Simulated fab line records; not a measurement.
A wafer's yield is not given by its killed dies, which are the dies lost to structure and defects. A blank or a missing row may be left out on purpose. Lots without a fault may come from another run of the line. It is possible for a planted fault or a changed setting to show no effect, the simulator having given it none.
The same fault as seen by 2 desks :: flow gf180mcu :: only its own numbers are on each desk; what lay behind them is given at the end

## FROM THE METROLOGY DESK
What the gauges read, lot by lot, whatever tool the lot ran on: means of the sampled wafers that have a number. The brackets show how far a lot's mean lies from the usual mean; more than 4 standard deviations puts the lot out of limits, marked OUT.
Columns: A = M1_ALCU_RS at GF_M1_RS_MEAS_05, usual 0.0695 ohm/sq; B = V1_W_RS at GF_V1_RS_MEAS_24, usual 0.328 ohm/sq; C = V1_W_THK at GF_V1_THK_MEAS_25, usual 344 nm
lot: L680
first seen here: day 16 02:09
A: 0.0696
B: 0.331
C: 342

lot: L682
first seen here: day 16 22:43
A: 0.0684
B: 0.333
C: 343

lot: L684
first seen here: day 18 00:38
A: 0.0699
B: 0.339
C: 339

lot: L694
first seen here: day 21 23:11
A: 0.0702
B: 0.330
C: 343

lot: L695
first seen here: day 21 23:17
A: 0.0685
B: 0.326
C: 349

lot: L696
first seen here: day 22 11:56
A: 0.0691
B: 0.329
C: 349

lot: L698
first seen here: day 22 18:41
A: 0.0705
B: 0.330
C: 346

lot: L699
first seen here: day 23 04:07
A: 0.0709
B: 0.324
C: 349

lot: L700
first seen here: day 23 12:10
A: 0.0704
B: 0.326
C: 348

lot: L701
first seen here: day 23 19:53
A: 0.0695
B: 0.323
C: 350

lot: L702
first seen here: day 24 07:13
A: 0.0696
B: 0.329
C: 341
Finding of this desk: none of the 11 lots has anything out of limits.

## DESK OF THE TOOL OWNER: cvd_w-01
The tool's own readings at GF_V1_CVD_23 (deposits W, target thk 350 nm, time 105.05 s): means of the sampled wafers that have a number, for each lot that ran on this tool. The brackets show how far a lot's mean lies from the usual mean; more than 4 standard deviations puts the lot out of limits, marked OUT.
Columns: A = heater_power_w at GF_V1_CVD_23, usual 836 W
lot: L680
first seen here: day 18 03:09
A: 804

lot: L682
first seen here: day 19 00:17
A: 812

lot: L684
first seen here: day 20 03:43
A: 867

lot: L694
first seen here: day 23 22:41
A: 848

lot: L696
first seen here: day 24 12:25
A: 862

lot: L698
first seen here: day 24 18:41
A: 872

lot: L700
first seen here: day 25 11:07
A: 803

lot: L701
first seen here: day 25 18:46
A: 805

lot: L702
first seen here: day 26 04:53
A: 863
Finding of this desk: none of the 9 lots has anything out of limits.

## BROUGHT TOGETHER
The metrology desk saw nothing out of limits.
The desk of the tool owner found nothing out of limits.

## WHAT THE SIMULATOR HAD INSERTED
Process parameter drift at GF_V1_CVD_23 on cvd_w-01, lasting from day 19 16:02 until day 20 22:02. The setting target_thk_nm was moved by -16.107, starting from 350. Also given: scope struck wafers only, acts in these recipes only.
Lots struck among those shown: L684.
